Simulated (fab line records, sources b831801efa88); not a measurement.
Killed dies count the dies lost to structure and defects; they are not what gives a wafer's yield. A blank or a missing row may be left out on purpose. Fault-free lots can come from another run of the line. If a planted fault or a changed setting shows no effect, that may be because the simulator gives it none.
Which tool did it? + flow gf180mcu + 6 lots with 18 wafers sampled at 2 steps, on a route of 602 steps

WHAT THE GAUGES SHOWED, per wafer
GF_V3_BOW_MEAS_05.
| lot  | measured     | on            | V3_BOW (um) |
|------|--------------|---------------|-------------|
| L166 | day 21 15:07 | film-metro-01 | 106 120 109 |
| L174 | day 25 03:10 | film-metro-03 | 120 116 123 |
| L176 | day 25 20:00 | film-metro-03 | 112 121 107 |
| L185 | day 28 01:19 | film-metro-03 | 129 115 113 |
| L186 | day 28 10:13 | film-metro-02 | 120 116 104 |
| L188 | day 28 19:47 | film-metro-01 | 112 124 120 |

TOOL THAT RAN EACH LOT (tool first, then ch and the chambers of the sampled wafers, then the start)
| lot  | GF_V2_CVD_23                  |
|------|-------------------------------|
| L166 | cvd-w-02 ch 0,1, day 20 13:25 |
| L174 | cvd-w-01 ch 0,1, day 24 03:09 |
| L176 | cvd-w-02 ch 0,1, day 24 20:11 |
| L185 | cvd-w-01 ch 0,1, day 27 03:26 |
| L186 | cvd-w-02 ch 0,1, day 27 12:43 |
| L188 | cvd-w-01 ch 0,1, day 27 21:56 |
- GF_V2_CVD_23: deposits W, target thk 350 nm, time 104.94 s.

THE ANSWER, worked out from the rows above alone
Rule: the usual values come from the lots themselves. Put in order of their means at a reading, lots are off if they are a third of the lots or fewer, leave a main group of 4 or more, and stand apart from it by a gap of 3 or more times the standard deviation of the main group's means; of several such gaps the widest counts. A main group is skipped when, at the precision printed for the reading in the tables above, its means are all equal. A lot without any number at a reading at which 4 lots or more have one is off too. All remaining lots with rows at the step are treated as sound.
No lot is off on any of the readings shown, so nothing can be concluded from this.

WHAT THE SIMULATOR PUT IN
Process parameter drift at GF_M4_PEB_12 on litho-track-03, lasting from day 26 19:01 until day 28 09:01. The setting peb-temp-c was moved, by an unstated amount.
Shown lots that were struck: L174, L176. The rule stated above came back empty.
